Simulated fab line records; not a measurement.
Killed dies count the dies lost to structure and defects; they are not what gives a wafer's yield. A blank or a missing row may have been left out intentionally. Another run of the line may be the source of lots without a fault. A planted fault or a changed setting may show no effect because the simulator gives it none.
Which tool did it? || flow sky130 || 12 lots, 36 wafers sampled, at 4 steps of a route of 708

WHAT THE GAUGES SHOWED, per wafer
SKY_CAP2M_THK_MEAS_01. Usual: CAP2M_CVD_00_THK gives 15.49 nm (standard deviation 0.25).
{"lot": "L652", "measured": "day 39 14:37", "on": "film-metro-02", "CAP2M_CVD_00_THK (nm)": "15.18 15.34 15.49", "flag": ""}
{"lot": "L653", "measured": "day 40 04:46", "on": "film-metro-01", "CAP2M_CVD_00_THK (nm)": "15.29 15.59 15.72", "flag": ""}
{"lot": "L654", "measured": "day 40 12:06", "on": "film-metro-04", "CAP2M_CVD_00_THK (nm)": "15.52 15.54 15.63", "flag": ""}
{"lot": "L655", "measured": "day 40 16:57", "on": "film-metro-02", "CAP2M_CVD_00_THK (nm)": "15.43 15.43 15.59", "flag": ""}
{"lot": "L657", "measured": "day 41 10:50", "on": "film-metro-04", "CAP2M_CVD_00_THK (nm)": "15.65 15.69 15.70", "flag": ""}
{"lot": "L658", "measured": "day 41 19:04", "on": "film-metro-02", "CAP2M_CVD_00_THK (nm)": "14.94 15.43 15.64", "flag": ""}
{"lot": "L659", "measured": "day 42 01:52", "on": "film-metro-04", "CAP2M_CVD_00_THK (nm)": "15.49 15.49 15.53", "flag": ""}
{"lot": "L666", "measured": "day 43 17:49", "on": "film-metro-02", "CAP2M_CVD_00_THK (nm)": "15.84 16.11 15.67", "flag": ""}
{"lot": "L668", "measured": "day 44 13:08", "on": "film-metro-01", "CAP2M_CVD_00_THK (nm)": "15.03 15.55 15.36", "flag": ""}
{"lot": "L669", "measured": "day 44 13:25", "on": "film-metro-01", "CAP2M_CVD_00_THK (nm)": "15.05 15.34 15.36", "flag": ""}
{"lot": "L670", "measured": "day 44 22:01", "on": "film-metro-02", "CAP2M_CVD_00_THK (nm)": "15.48 15.47 15.74", "flag": ""}
{"lot": "L674", "measured": "day 46 04:38", "on": "film-metro-02", "CAP2M_CVD_00_THK (nm)": "15.29 15.01 15.55", "flag": ""}

SKY_CAP2M_OVL_MEAS_12. Usual: CAP2M_OVL gives 0.7 nm (standard deviation 1.3).
{"lot": "L652", "measured": "day 40 15:32", "on": "overlay-02", "CAP2M_OVL (nm)": "2.2 -0.2 0.5", "flag": ""}
{"lot": "L653", "measured": "day 41 04:29", "on": "overlay-01", "CAP2M_OVL (nm)": "1.2 -1.9 0.3", "flag": ""}
{"lot": "L654", "measured": "day 41 11:41", "on": "overlay-01", "CAP2M_OVL (nm)": "0.1 1.3 -0.4", "flag": ""}
{"lot": "L655", "measured": "day 41 16:40", "on": "overlay-01", "CAP2M_OVL (nm)": "-0.2 0.6 -0.8", "flag": ""}
{"lot": "L657", "measured": "day 42 10:46", "on": "overlay-01", "CAP2M_OVL (nm)": "0.8 -0.5 -0.2", "flag": ""}
{"lot": "L658", "measured": "day 42 18:35", "on": "overlay-01", "CAP2M_OVL (nm)": "0.8 3.4 2.1", "flag": ""}
{"lot": "L659", "measured": "day 43 01:41", "on": "overlay-02", "CAP2M_OVL (nm)": "1.2 1.1 1.0", "flag": ""}
{"lot": "L666", "measured": "day 44 16:28", "on": "overlay-01", "CAP2M_OVL (nm)": "-0.9 0.8 0.5", "flag": ""}
{"lot": "L668", "measured": "day 45 10:18", "on": "overlay-01", "CAP2M_OVL (nm)": "0.0 -0.1 0.7", "flag": ""}
{"lot": "L669", "measured": "day 45 10:35", "on": "overlay-01", "CAP2M_OVL (nm)": "1.1 0.5 3.5", "flag": ""}
{"lot": "L670", "measured": "day 45 18:56", "on": "overlay-02", "CAP2M_OVL (nm)": "-2.1 -3.1 -1.3", "flag": ""}
{"lot": "L674", "measured": "day 47 01:23", "on": "overlay-02", "CAP2M_OVL (nm)": "1.6 2.1 4.3", "flag": ""}

SKY_METAL5_THK_MEAS_06: measures by xrf. Usual: METAL5_ALCU_THK gives 1152 nm (standard deviation 16).
{"lot": "L652", "measured": "day 42 19:16", "on": "film-metro-03", "METAL5_ALCU_THK (nm)": "1131 1161 1149", "flag": ""}
{"lot": "L653", "measured": "day 43 07:12", "on": "film-metro-02", "METAL5_ALCU_THK (nm)": "1143 1136 1143", "flag": ""}
{"lot": "L654", "measured": "day 43 14:50", "on": "film-metro-03", "METAL5_ALCU_THK (nm)": "1166 1173 1171", "flag": ""}
{"lot": "L655", "measured": "day 43 19:59", "on": "film-metro-04", "METAL5_ALCU_THK (nm)": "1149 1165 1130", "flag": ""}
{"lot": "L657", "measured": "day 44 13:08", "on": "film-metro-04", "METAL5_ALCU_THK (nm)": "1138 1156 1165", "flag": ""}
{"lot": "L658", "measured": "day 44 20:27", "on": "film-metro-03", "METAL5_ALCU_THK (nm)": "1141 1176 1149", "flag": ""}
{"lot": "L659", "measured": "day 45 02:50", "on": "film-metro-02", "METAL5_ALCU_THK (nm)": "1150 1167 1138", "flag": ""}
{"lot": "L666", "measured": "day 46 15:25", "on": "film-metro-03", "METAL5_ALCU_THK (nm)": "1162 1145 1151", "flag": ""}
{"lot": "L668", "measured": "day 47 08:05", "on": "film-metro-03", "METAL5_ALCU_THK (nm)": "1127 1112 1135", "flag": ""}
{"lot": "L669", "measured": "day 47 08:25", "on": "film-metro-02", "METAL5_ALCU_THK (nm)": "1153 1156 1147", "flag": ""}
{"lot": "L670", "measured": "day 47 16:43", "on": "film-metro-03", "METAL5_ALCU_THK (nm)": "1158 1142 1158", "flag": ""}
{"lot": "L674", "measured": "day 48 20:52", "on": "film-metro-02", "METAL5_ALCU_THK (nm)": "1144 1135 1132", "flag": ""}

WHAT TOOL EACH LOT RAN ON (gives the tool, then ch and the chambers of the sampled wafers, and finally the start)
{"lot": "L652", "SKY_CAPM_METAL_ETCH_13": "rie-metal-03 ch 0,1, day 37 08:22"}
{"lot": "L653", "SKY_CAPM_METAL_ETCH_13": "rie-metal-04 ch 0,1, day 37 22:49"}
{"lot": "L654", "SKY_CAPM_METAL_ETCH_13": "rie-metal-03 ch 0,1, day 38 04:02"}
{"lot": "L655", "SKY_CAPM_METAL_ETCH_13": "rie-metal-04 ch 0,1, day 38 12:08"}
{"lot": "L657", "SKY_CAPM_METAL_ETCH_13": "rie-metal-04 ch 1, day 39 06:05"}
{"lot": "L658", "SKY_CAPM_METAL_ETCH_13": "rie-metal-04 ch 1, day 39 14:04"}
{"lot": "L659", "SKY_CAPM_METAL_ETCH_13": "rie-metal-03 ch 0, day 39 21:01"}
{"lot": "L666", "SKY_CAPM_METAL_ETCH_13": "rie-metal-04 ch 0,1, day 41 15:33"}
{"lot": "L668", "SKY_CAPM_METAL_ETCH_13": "rie-metal-04 ch 0,1, day 42 10:28"}
{"lot": "L669", "SKY_CAPM_METAL_ETCH_13": "rie-metal-01 ch 0,1, day 42 11:19"}
{"lot": "L670", "SKY_CAPM_METAL_ETCH_13": "rie-metal-01 ch 0,1, day 42 21:16"}
{"lot": "L674", "SKY_CAPM_METAL_ETCH_13": "rie-metal-01 ch 0,1, day 44 05:40"}
- SKY_CAPM_METAL_ETCH_13: etches TiN in Cl2/BCl3, stops on SiO2, target depth 220 nm, time 62.9 s.

AS READ BY THE TOOLS THEMSELVES (means over the sampled wafers that have a number; for cases with no such wafer, the mark the record gives instead)
SKY_CAPM_METAL_ETCH_13. Usual: drypump-motor-current-A 5.9 A, standard deviation 0.39; oes-product-au 0.934 a.u., standard deviation 0.0088; throttle-valve-pct 21.906 %, standard deviation 0.0091.
{"lot": "L652", "tool": "rie-metal-03", "drypump-motor-current-A (A)": 6.3, "oes-product-au (a.u.)": 0.927, "throttle-valve-pct (%)": 21.912, "flag": ""}
{"lot": "L653", "tool": "rie-metal-04", "drypump-motor-current-A (A)": 5.9, "oes-product-au (a.u.)": 0.938, "throttle-valve-pct (%)": 21.900, "flag": ""}
{"lot": "L654", "tool": "rie-metal-03", "drypump-motor-current-A (A)": 6.2, "oes-product-au (a.u.)": 0.936, "throttle-valve-pct (%)": 21.902, "flag": ""}
{"lot": "L655", "tool": "rie-metal-04", "drypump-motor-current-A (A)": 5.9, "oes-product-au (a.u.)": 0.938, "throttle-valve-pct (%)": 21.906, "flag": ""}
{"lot": "L657", "tool": "rie-metal-04", "drypump-motor-current-A (A)": 5.5, "oes-product-au (a.u.)": 0.935, "throttle-valve-pct (%)": 21.903, "flag": ""}
{"lot": "L658", "tool": "rie-metal-04", "drypump-motor-current-A (A)": 5.5, "oes-product-au (a.u.)": 0.935, "throttle-valve-pct (%)": 21.903, "flag": ""}
{"lot": "L659", "tool": "rie-metal-03", "drypump-motor-current-A (A)": 6.4, "oes-product-au (a.u.)": 0.927, "throttle-valve-pct (%)": 21.912, "flag": ""}
{"lot": "L666", "tool": "rie-metal-04", "drypump-motor-current-A (A)": 5.9, "oes-product-au (a.u.)": 0.935, "throttle-valve-pct (%)": 21.907, "flag": ""}
{"lot": "L668", "tool": "rie-metal-04", "drypump-motor-current-A (A)": 5.7, "oes-product-au (a.u.)": 0.934, "throttle-valve-pct (%)": 21.902, "flag": ""}
{"lot": "L669", "tool": "rie-metal-01", "drypump-motor-current-A (A)": 5.8, "oes-product-au (a.u.)": 0.944, "throttle-valve-pct (%)": 21.904, "flag": ""}
{"lot": "L670", "tool": "rie-metal-01", "drypump-motor-current-A (A)": 5.8, "oes-product-au (a.u.)": 0.930, "throttle-valve-pct (%)": 21.909, "flag": ""}
{"lot": "L674", "tool": "rie-metal-01", "drypump-motor-current-A (A)": 5.5, "oes-product-au (a.u.)": 0.939, "throttle-valve-pct (%)": 21.900, "flag": ""}

THE ANSWER, worked out from the rows above alone
Rule: take the mean of a lot's wafers that have a number; if it is more than 3 standard deviations from the usual mean, the lot is off. A lot without any number at a reading at which 4 lots or more have one is off too. Any other lot the step has rows for is counted as sound. After the gauges, taken in route order, come the tools' own readings; for these a lot's mean is taken, as printed above. At the first step where some lot is off, the reading lying furthest off is the one used; lots without a number count as furthest.
No lot is off at any reading shown: from this, nothing can be told.

WHAT HAD BEEN PUT IN BY THE SIMULATOR
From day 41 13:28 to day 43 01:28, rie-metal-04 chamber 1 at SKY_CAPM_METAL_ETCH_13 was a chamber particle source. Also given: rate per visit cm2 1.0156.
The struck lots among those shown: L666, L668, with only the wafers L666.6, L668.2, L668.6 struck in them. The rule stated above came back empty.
